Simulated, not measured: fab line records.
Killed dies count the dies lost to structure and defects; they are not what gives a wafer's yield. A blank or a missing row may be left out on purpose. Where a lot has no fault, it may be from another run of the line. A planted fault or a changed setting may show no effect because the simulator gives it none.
fab line records    flow sky130
[record] lots = 6  wafers = 18  last-day = 50
route steps=708 shown VT_ADJUST_HVTP@93 VT_ADJUST_LVTN@97 PAD_OPEN@708
lots that met no fault: from a run of the same line without faults
start-h: the number of hours between the record's first day and the start of the first shown wafer of the lot    wait-h: hours elapsed since this lot's preceding step    " the same as in the row above    L1.1+2: a row that stands for several wafers    - no value, or no start given    * or withheld: withheld    < > ~ a bound
route shown NAME@n: NAME is a module with steps in the file, n the number in the route of the first one    usual: mean and standard deviation over wafers with no fault    same: alike in all rows    chamber/n: place in a boat    sites: per-site readings    _std_site: their standard deviation    _edge_site: outer sites' mean less inner sites'    radius-mm: for every site, how far away it sits from the centre of the wafer    mask NAME#n: copy n    behind: the tool/chamber that last shaped the wafer    hold: cause of the lot's hold/its duration in hours/its outcome    device: names the non-switching transistor (n, p or np)    end of line: at the end of the route, the tests of the same wafers    a step given without rows: its recipe and nothing more    killed: count of dies lost to structure and defects at first sort (not the wafer's yield)    map: shows each die of a wafer: x if killed, . if not, _ if none is there
set.NAME: the setting that was run; set.NAME@STEP: the one run at that earlier step    model.NAME: the simulator's own value behind a step, which no gauge read
lots seen at some steps along the route; tables by step, rows by wafer
services: from which hour (start-h, from the record's first day; less than 0 if before it) a tool's chamber was out of use, for how many hours, and why
[[steps]]
[step SKY_VT_ADJUST_HVTP_OVL_MEAS_08]
[usual] VT_ADJUST_HVTP_OVL = -1.0/1.5
lot.wafer  tool        chamber  start-h  wait-h  VT_ADJUST_HVTP_OVL[nm]
L468.2     overlay-02  -        125.19   0.1     -2.0
L468.3     "           -        "        "       -1.1
L468.5     "           -        "        "       -2.3
L479.2     overlay-01  -        192.91   0.1     2.3
L479.3     "           -        "        "       0.5
L479.6     "           -        "        "       1.3
L482.1     overlay-02  -        211.04   0.1     -2.2
L482.4     "           -        "        "       -2.2
L482.5     "           -        "        "       -3.6
L489.3     overlay-01  -        259.23   0.1     -3.8
L489.5     "           -        "        "       -3.9
L489.6     "           -        "        "       -2.9
L490.3     overlay-01  -        265.40   0.1     -1.4
L490.4     "           -        "        "       -1.2
L490.6     "           -        "        "       -1.3
L491.1     overlay-01  -        269.25   0.1     0.2
L491.3     "           -        "        "       0.8
L491.6     "           -        "        "       -0.1
[step SKY_VT_ADJUST_HVTP_IMPLANT_09]
[recipe] species = As  energy-kev = 150  dose-cm2 = 4.3e+12  tilt-deg = withheld
[step SKY_VT_ADJUST_HVTP_STRIP_10]
[recipe] chemistry = O2/N2  power-w = 1400  pressure-mtorr = 1500  platen-temp-c = withheld  o2-flow-sccm = 3000  n2-flow-sccm = 300  overash-fraction = 0.5
[usual] drypump-motor-current-A = 5.9/0.33  oes-product-au = 0.715/0.0043  strip-time-to-endpoint-s = 14.18/0.042
[same] overash-fraction = 0.5
lot.wafer  tool             chamber  start-h  wait-h  drypump-motor-current-A  oes-product-au  rf-hours-counter-h  strip-time-to-endpoint-s
L468.2     plasma-asher-02  1        125.37   0.1     6.3                      0.725           1                   14.12
L468.3     "                0        "        "       5.7                      0.709           -                   14.14
L468.5     "                1        "        "       6.3                      0.718           -                   14.18
L479.2     plasma-asher-02  0        193.09   0.1     5.7                      0.715           7                   14.15
L479.3     "                0        "        "       5.7                      0.710           -                   14.16
L479.6     "                1        "        "       6.2                      0.717           -                   14.13
L482.1     plasma-asher-01  0        211.22   0.1     6.3                      0.717           52                  14.12
L482.4     "                0        "        "       6.3                      0.719           -                   14.11
L482.5     "                0        "        "       6.3                      0.717           -                   14.16
L489.3     plasma-asher-02  1        259.44   0.1     6.2                      0.719           -                   14.16
L489.5     "                1        "        "       6.2                      0.714           -                   14.19
L489.6     "                0        "        "       5.7                      0.708           -                   14.17
L490.3     plasma-asher-02  0        265.61   0.1     5.7                      0.717           -                   14.15
L490.4     "                1        "        "       6.2                      0.723           -                   14.18
L490.6     "                0        "        "       5.7                      0.721           -                   14.23
L491.1     plasma-asher-03  0        269.44   0.1     5.9                      0.720           58                  14.19
L491.3     "                1        "        "       6.1                      0.710           -                   14.19
L491.6     "                1        "        "       6.1                      0.710           -                   14.19
[step SKY_VT_ADJUST_HVTP_TW_MEAS_11]
[usual] VT_ADJUST_HVTP_TW = 1356/16
lot.wafer  tool           chamber  start-h  wait-h  VT_ADJUST_HVTP_TW
L468.2     film-metro-03  -        125.48   0.1     1341
L468.3     "              -        "        "       1338
L468.5     "              -        "        "       1338
L479.2     film-metro-01  -        193.20   0.1     1385
L479.3     "              -        "        "       1378
L479.6     "              -        "        "       1381
L482.1     film-metro-01  -        211.32   0.1     1385
L482.4     "              -        "        "       1380
L482.5     "              -        "        "       1391
L489.3     film-metro-03  -        259.52   0.1     1331
L489.5     "              -        "        "       1336
L489.6     "              -        "        "       1334
L490.3     film-metro-03  -        265.69   0.1     1336
L490.4     "              -        "        "       1335
L490.6     "              -        "        "       1337
L491.1     film-metro-02  -        269.54   0.1     1360
L491.3     "              -        "        "       1351
L491.6     "              -        "        "       1357
[step SKY_VT_ADJUST_LVTN_DEHYDRATE_00]
[recipe] temp-c = 200  time-s = 60
[step SKY_VT_ADJUST_LVTN_HMDS_01]
[recipe] prime-time-s = 60  prime-temp-c = 120
[step SKY_VT_ADJUST_LVTN_COAT_02]
[recipe] spin-rpm = 2000  resist-thk-nm = 3000
[step SKY_VT_ADJUST_LVTN_SOFTBAKE_03]
[recipe] temp-c = 110  time-s = withheld
[step SKY_VT_ADJUST_LVTN_EXPOSE_04]
[recipe] mask-id = NWM_COMPLEMENT_LESS_NATIVE  na = 0.6  source-shape = conventional  sigma-outer = 0.6  polarization = unpolarized  target-cd-nm = 840  dose-mj = 194
[step SKY_VT_ADJUST_LVTN_PEB_05]
[recipe] temp-c = 115  time-s = withheld
[step SKY_VT_ADJUST_LVTN_DEVELOP_06]
[recipe] wall-angle-deg = 90  developer = TMAH  develop-time-s = 60  dev-temp-c = 23
[step SKY_VT_ADJUST_LVTN_OVL_MEAS_07]
[usual] VT_ADJUST_LVTN_OVL = 0.1/1.6
lot.wafer  tool        chamber  start-h  wait-h  VT_ADJUST_LVTN_OVL[nm]
L468.2     overlay-01  -        144.22   -       -1.8
L468.3     "           -        "        "       -1.4
L468.5     "           -        "        "       -0.9
L479.2     overlay-02  -        214.14   -       0.2
L479.3     "           -        "        "       -1.8
L479.6     "           -        "        "       -3.1
L482.1     overlay-01  -        233.70   -       2.0
L482.4     "           -        "        "       1.4
L482.5     "           -        "        "       1.2
L489.3     overlay-01  -        283.78   -       0.0
L489.5     "           -        "        "       0.5
L489.6     "           -        "        "       -0.1
L490.3     overlay-02  -        290.64   -       -1.9
L490.4     "           -        "        "       -0.5
L490.6     "           -        "        "       -0.6
L491.1     overlay-01  -        294.70   -       -0.7
L491.3     "           -        "        "       -0.2
L491.6     "           -        "        "       0.3
[step SKY_VT_ADJUST_LVTN_IMPLANT_08]
[recipe] species = B  energy-kev = 30  dose-cm2 = 1.57e+12  tilt-deg = withheld
[usual] dose-ions-cm2 = 1.5698e+12/1.6e+09  faraday-current-uA = 8.84/0.16
lot.wafer  tool          chamber  start-h  wait-h  dose-ions-cm2  faraday-current-uA
L468.2     implanter-04  0        144.28   0.0     1.5697e+12     8.66
L468.3     "             0        "        "       1.5686e+12     8.82
L468.5     "             0        "        "       1.569e+12      8.86
L479.2     implanter-02  0        214.19   0.0     2.4001e+12     13.36
L479.3     "             0        "        "       2.4019e+12     13.75
L479.6     "             0        "        "       2.4018e+12     13.64
L482.1     implanter-02  0        233.73   0.0     2.4034e+12     13.77
L482.4     "             0        "        "       2.4025e+12     13.91
L482.5     "             0        "        "       2.3993e+12     13.23
L489.3     implanter-04  0        283.85   0.1     1.569e+12      8.92
L489.5     "             0        "        "       1.57e+12       8.78
L489.6     "             0        "        "       1.5708e+12     9.00
L490.3     implanter-01  0        290.72   0.1     1.5701e+12     8.57
L490.4     "             0        "        "       1.5682e+12     8.75
L490.6     "             0        "        "       1.5691e+12     8.88
L491.1     implanter-02  0        294.73   0.0     1.5693e+12     8.82
L491.3     "             0        "        "       1.5668e+12     8.82
L491.6     "             0        "        "       1.569e+12      9.12
[step SKY_VT_ADJUST_LVTN_STRIP_09]
[recipe] chemistry = O2/N2  power-w = 1400  pressure-mtorr = 1500  platen-temp-c = withheld  o2-flow-sccm = 3000  n2-flow-sccm = 300  overash-fraction = 0.5
[usual] drypump-motor-current-A = 5.8/0.37  oes-product-au = 0.722/0.0041  strip-time-to-endpoint-s = 36.96/0.085
[same] overash-fraction = 0.5
lot.wafer  tool             chamber  start-h  wait-h  drypump-motor-current-A  oes-product-au  rf-hours-counter-h  strip-time-to-endpoint-s
L468.2     plasma-asher-03  1        144.40   0.1     6.1                      0.714           45                  36.84
L468.3     "                0        "        "       5.9                      0.723           -                   36.90
L468.5     "                0        "        "       5.9                      0.717           -                   36.92
L479.2     plasma-asher-03  0        214.32   0.1     5.9                      0.716           52                  36.95
L479.3     "                1        "        "       6.1                      0.721           -                   37.01
L479.6     "                1        "        "       6.1                      0.726           -                   36.94
L482.1     plasma-asher-03  0        233.88   0.1     5.9                      0.717           54                  36.83
L482.4     "                0        "        "       5.9                      0.729           -                   36.94
L482.5     "                1        "        "       6.1                      0.723           -                   36.88
L489.3     plasma-asher-01  0        283.99   0.1     6.3                      0.723           -                   36.77
L489.5     "                1        "        "       5.2                      0.726           -                   36.85
L489.6     "                0        "        "       6.3                      0.729           -                   36.95
L490.3     plasma-asher-04  1        290.85   0.1     5.7                      0.729           -                   37.03
L490.4     "                0        "        "       5.3                      0.725           -                   37.14
L490.6     "                1        "        "       5.7                      0.724           -                   37.00
L491.1     plasma-asher-03  0        294.88   0.1     5.9                      0.723           60                  37.05
L491.3     "                0        "        "       5.9                      0.720           -                   36.96
L491.6     "                0        "        "       5.9                      0.725           -                   37.13
[step SKY_VT_ADJUST_LVTN_TW_MEAS_10]
[usual] VT_ADJUST_LVTN_TW = 242.0/2.1
lot.wafer  tool           chamber  start-h  wait-h  VT_ADJUST_LVTN_TW
L468.2     film-metro-01  -        144.51   0.1     243.0
L468.3     "              -        "        "       241.9
L468.5     "              -        "        "       244.3
L479.2     film-metro-01  -        214.43   0.1     279.1
L479.3     "              -        "        "       278.3
L479.6     "              -        "        "       279.9
L482.1     film-metro-01  -        233.98   0.1     274.5
L482.4     "              -        "        "       274.6
L482.5     "              -        "        "       274.9
L489.3     film-metro-02  -        284.07   0.1     241.1
L489.5     "              -        "        "       240.6
L489.6     "              -        "        "       240.6
L490.3     film-metro-04  -        290.94   0.1     239.8
L490.4     "              -        "        "       239.5
L490.6     "              -        "        "       238.7
L491.1     film-metro-01  -        294.98   0.1     242.2
L491.3     "              -        "        "       243.1
L491.6     "              -        "        "       243.2
[step SKY_VT_ADJUST_LVTN_DEHYDRATE_11]
[recipe] temp-c = 200  time-s = 60
[step SKY_PAD_OPEN_PROBE_99]
[usual] killed_at_M0_to_M3 = 42/6.3  killed_at_M4_up = 2.8/1.9  killed-at-contacts = 23/5.3  killed-at-front-end = 16/4.3  killed-at-other = 0.2/0.51  killed-dies = 84/9.3  killed-open = 46/7.6  killed-short = 38/6.3
[same] gross-dies = 492  killed-at-back-side = 0
lot.wafer  tool       chamber  start-h  wait-h  killed_at_M0_to_M3  killed_at_M4_up  killed-at-contacts  killed-at-front-end  killed-at-other  killed-dies  killed-open  killed-short  model.etest.nfet_01v8_lvt.drive-ua-um  model.etest.nfet_01v8_lvt.vt-sat-v  model.etest.nfet_01v8_lvt.vt-v  model.etest.nfet_01v8_turned.vt-sat-v  model.etest.nfet_01v8.vt-sat-v  model.etest.nfet_01v8_lvt.vt-long-v  model.etest.nfet_01v8_swapped.vt-sat-v  model.etest.nfet_01v8_turned.vt-v
L468.2     prober-02  -        1085.05  0.1     38                  1                21                  18                   2                80           47           33            549.8                                  0.5428                              0.6202                          0.6602                                 0.6549                          0.4492                               0.661                                   0.7099
L468.3     prober-02  -        1085.10  0.2     45                  3                33                  9                    0                90           52           38            558.5                                  0.5338                              0.617                           0.6503                                 0.6466                          0.4505                               0.6525                                  0.7044
L468.5     prober-02  -        1085.20  0.2     50                  4                24                  26                   0                104          56           48            567.3                                  0.5302                              0.6162                          0.6489                                 0.647                           0.4447                               0.6527                                  0.7049
L479.2     prober-01  -        1147.62  0.1     39                  1                28                  16                   1                85           47           38            543.3                                  0.5694                              0.6318                          0.6705                                 0.6694                          0.4602                               0.6704                                  0.722
L479.3     prober-01  -        1147.67  0.2     33                  2                25                  22                   1                83           48           35            534                                    0.5717                              0.6371                          0.6749                                 0.6709                          0.4672                               0.6739                                  0.7204
L479.6     prober-01  -        1147.82  0.2     42                  4                30                  12                   0                88           47           41            545.3                                  0.5601                              0.6246                          0.6602                                 0.6632                          0.4587                               0.665                                   0.7106
L482.1     prober-01  -        1167.52  0.1     41                  4                24                  24                   1                94           54           40            532                                    0.5749                              0.6354                          0.6792                                 0.6747                          0.4596                               0.6814                                  0.725
L482.4     prober-01  -        1167.67  0.2     39                  2                32                  15                   0                88           55           33            544.7                                  0.5653                              0.6303                          0.6668                                 0.6594                          0.4572                               0.6678                                  0.7146
L482.5     prober-01  -        1167.72  0.2     49                  3                17                  14                   0                83           51           32            527.6                                  0.571                               0.6346                          0.6786                                 0.6753                          0.46                                 0.6762                                  0.7258
L489.3     prober-01  -        1196.59  0.2     51                  2                17                  23                   0                93           52           41            555.2                                  0.5404                              0.6133                          0.6619                                 0.6623                          0.4542                               0.6623                                  0.7138
L489.5     prober-01  -        1196.69  0.2     36                  0                35                  28                   0                99           55           44            562.6                                  0.5374                              0.6154                          0.657                                  0.6516                          0.4496                               0.6548                                  0.7102
L489.6     prober-01  -        1196.74  0.2     55                  2                25                  22                   0                104          58           46            547.9                                  0.5471                              0.6203                          0.6659                                 0.6615                          0.4514                               0.666                                   0.7145
L490.3     prober-02  -        1202.29  0.2     41                  3                21                  10                   1                76           48           28            554.9                                  0.5405                              0.6159                          0.655                                  0.6529                          0.4455                               0.6545                                  0.7061
L490.4     prober-02  -        1202.34  0.2     33                  6                23                  15                   1                78           37           41            556.8                                  0.5366                              0.6137                          0.6525                                 0.6545                          0.4464                               0.6546                                  0.707
L490.6     prober-02  -        1202.44  0.2     43                  5                16                  12                   0                76           41           35            566.1                                  0.5327                              0.6083                          0.652                                  0.6478                          0.4428                               0.6507                                  0.7033
L491.1     prober-01  -        1205.38  0.1     40                  3                23                  17                   0                83           43           40            554.1                                  0.5394                              0.6201                          0.6542                                 0.6568                          0.4491                               0.6608                                  0.7097
L491.3     prober-01  -        1205.48  0.2     43                  3                23                  13                   0                82           49           33            550.5                                  0.5466                              0.6213                          0.6606                                 0.6539                          0.448                                0.6615                                  0.7104
L491.6     prober-01  -        1205.63  0.2     48                  4                25                  12                   0                89           46           43            555.9                                  0.5379                              0.6174                          0.6541                                 0.6544                          0.4521                               0.6603                                  0.7098
// killed by level:class
L468.2 CONTACT:geometric-particle:open=12 FIELD_ISO:geometric-particle:open=6 METAL3:geometric-particle:short=6 VIA1:geometric-particle:open=6 VIA3:geometric-particle:open=6 METAL2:geometric-particle:short=5 LI_CONTACT:geometric-particle:open=4 CONTACT:geometric-particle:short=4
L468.3 CONTACT:geometric-particle:open=15 VIA1:geometric-particle:open=10 VIA1:geometric-particle:short=6 METAL1:geometric-particle:short=6 VIA3:geometric-particle:open=6 LI_CONTACT:geometric-particle:short=5 VIA2:geometric-particle:open=5 LI_CONTACT:geometric-particle:open=4
L468.5 VIA2:geometric-particle:open=10 CONTACT:geometric-particle:open=9 VIA3:geometric-particle:open=9 FIELD_ISO:geometric-particle:short=7 VIA1:geometric-particle:open=6 POLY_GATE:geometric-particle:open=5 CONTACT:geometric-particle:short=5 METAL1:geometric-particle:short=5
L479.2 VIA1:geometric-particle:open=14 CONTACT:geometric-particle:open=11 VIA1:geometric-particle:short=7 FIELD_ISO:geometric-particle:short=5 FIELD_ISO:geometric-particle:open=5 VIA3:geometric-particle:open=5 CONTACT:geometric-particle:short=5 POLY_GATE:geometric-particle:short=4
L479.3 FIELD_ISO:geometric-particle:short=9 VIA3:geometric-particle:open=9 VIA2:geometric-particle:open=7 LI_CONTACT:geometric-particle:open=7 CONTACT:geometric-particle:short=7 CONTACT:geometric-particle:open=6 FIELD_ISO:geometric-particle:open=5 POLY_GATE:geometric-particle:open=5
L479.6 VIA1:geometric-particle:open=10 CONTACT:geometric-particle:open=10 METAL1:geometric-particle:short=9 LI_CONTACT:geometric-particle:open=7 VIA3:geometric-particle:open=6 CONTACT:geometric-particle:short=5 METAL2:geometric-particle:short=5 LI_CONTACT:geometric-particle:short=4
L482.1 VIA1:geometric-particle:open=14 CONTACT:geometric-particle:open=12 VIA1:geometric-particle:short=8 FIELD_ISO:geometric-particle:short=6 POLY_GATE:geometric-particle:short=6 LI_CONTACT:geometric-particle:open=6 FIELD_ISO:geometric-particle:open=5 VIA2:geometric-particle:open=5
L482.4 VIA1:geometric-particle:open=13 LI_CONTACT:geometric-particle:open=11 CONTACT:geometric-particle:open=9 VIA3:geometric-particle:open=6 VIA2:geometric-particle:open=6 FIELD_ISO:geometric-particle:short=5 METAL2:geometric-particle:short=5 LOCAL_INTERCONNECT:geometric-particle:short=4
L482.5 VIA1:geometric-particle:open=16 CONTACT:geometric-particle:open=10 VIA3:geometric-particle:open=9 POLY_GATE:geometric-particle:open=5 METAL3:geometric-particle:short=5 METAL1:geometric-particle:short=4 VIA2:geometric-particle:open=4 FIELD_ISO:geometric-particle:short=3
L489.3 VIA1:geometric-particle:open=15 CONTACT:geometric-particle:open=9 VIA2:geometric-particle:open=8 FIELD_ISO:geometric-particle:short=6 FIELD_ISO:geometric-particle:open=6 METAL1:geometric-particle:short=6 VIA1:geometric-particle:short=6 VIA3:geometric-particle:open=6
L489.5 CONTACT:geometric-particle:open=23 FIELD_ISO:geometric-particle:short=12 VIA1:geometric-particle:open=7 METAL1:geometric-particle:short=6 VIA1:geometric-particle:short=6 POLY_GATE:geometric-particle:open=5 LI_CONTACT:geometric-particle:open=5 POLY_GATE:geometric-particle:short=4
L489.6 VIA1:geometric-particle:open=14 POLY_GATE:geometric-particle:open=8 CONTACT:geometric-particle:open=8 VIA1:geometric-particle:short=8 LI_CONTACT:geometric-particle:open=7 CONTACT:geometric-particle:short=7 VIA2:geometric-particle:open=7 METAL1:geometric-particle:short=5
L490.3 CONTACT:geometric-particle:open=12 VIA1:geometric-particle:open=12 VIA3:geometric-particle:open=8 METAL2:geometric-particle:short=6 LI_CONTACT:geometric-particle:open=5 VIA2:geometric-particle:open=4 VIA3:geometric-particle:short=4 FIELD_ISO:geometric-particle:open=3
L490.4 LI_CONTACT:geometric-particle:open=8 CONTACT:geometric-particle:open=7 METAL2:geometric-particle:short=6 FIELD_ISO:geometric-particle:short=5 CONTACT:geometric-particle:short=5 VIA1:geometric-particle:open=5 VIA1:geometric-particle:short=4 VIA3:geometric-particle:open=4
L490.6 VIA1:geometric-particle:open=9 CONTACT:geometric-particle:open=7 METAL2:geometric-particle:short=7 VIA2:geometric-particle:open=6 VIA3:geometric-particle:open=4 FIELD_ISO:geometric-particle:open=3 LI_CONTACT:geometric-particle:open=3 METAL1:geometric-particle:short=3
L491.1 CONTACT:geometric-particle:open=10 METAL2:geometric-particle:short=8 LI_CONTACT:geometric-particle:open=7 VIA2:geometric-particle:open=7 FIELD_ISO:geometric-particle:short=5 FIELD_ISO:geometric-particle:open=5 CONTACT:geometric-particle:short=5 VIA1:geometric-particle:short=5
L491.3 VIA1:geometric-particle:open=14 CONTACT:geometric-particle:open=10 VIA1:geometric-particle:short=9 FIELD_ISO:geometric-particle:open=6 LI_CONTACT:geometric-particle:open=6 METAL2:geometric-particle:short=6 VIA3:geometric-particle:open=5 LOCAL_INTERCONNECT:geometric-particle:short=3
L491.6 VIA1:geometric-particle:open=12 METAL1:geometric-particle:short=9 CONTACT:geometric-particle:open=9 VIA3:geometric-particle:open=6 CONTACT:geometric-particle:short=5 POLY_GATE:geometric-particle:open=4 LI_CONTACT:geometric-particle:short=4 VIA2:geometric-particle:open=4
[[services]]
tool             chamber  start-h  hours  kind
implanter-02     -        104.90   2.2    pm
plasma-asher-02  -        108.75   9.0    pm
plasma-asher-02  0        108.75   9.0    vent-cycle
plasma-asher-02  1        108.75   9.0    vent-cycle
plasma-asher-02  0        117.75   -      clean
plasma-asher-02  1        117.75   -      clean
implanter-01     -        118.86   3.7    pm
plasma-asher-03  -        135.51   0.8    repair
implanter-02     -        140.76   1.2    repair
plasma-asher-02  -        143.42   2.8    pm
plasma-asher-01  -        144.30   8.0    repair
implanter-01     -        157.12   7.8    repair
plasma-asher-01  -        159.98   0.5    repair
implanter-04     -        181.99   3.3    pm
plasma-asher-02  -        224.48   4.3    pm
implanter-04     -        240.36   1.3    repair
[[key]]
[first-sign] step = SKY_VT_ADJUST_LVTN_IMPLANT_08  reading = dose-ions-cm2  direction = up  sigmas = 99+  usual = *  struck = *
[effect] step = SKY_VT_ADJUST_LVTN_IMPLANT_08  reading = faraday-current-uA  direction = up  sigmas = 29  usual = 8.84  struck = 13.61
[effect] step = SKY_VT_ADJUST_LVTN_TW_MEAS_10  reading = VT_ADJUST_LVTN_TW  direction = up  sigmas = 17  usual = 242.0  struck = 276.9
[model-effect] step = SKY_PAD_OPEN_PROBE_99  value = etest.nfet_01v8_lvt.drive-ua-um  without = 559.3  struck = 537.8
met-at SKY_VT_ADJUST_LVTN_IMPLANT_08
struck-wafers L479.2,L479.3,L479.6,L482.1,L482.4,L482.5
tester-left-out L479,L482
[fault] kind = process-parameter-drift  tool = implanter-02  chamber = -  onset-h = 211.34  steps = SKY_VT_ADJUST_LVTN_IMPLANT_08  channel = dose-cm2  offset = *  shape = step  end-h = 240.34  acts-in = *  stated = *
// tester-left-out: of these lots the tester's yield and bins aren't shown, on N5 and GAA mostly nor the transistor test; their killed dies are dies lost to structure and defects alone, not to doping, threshold or leakage, so they don't give the yield
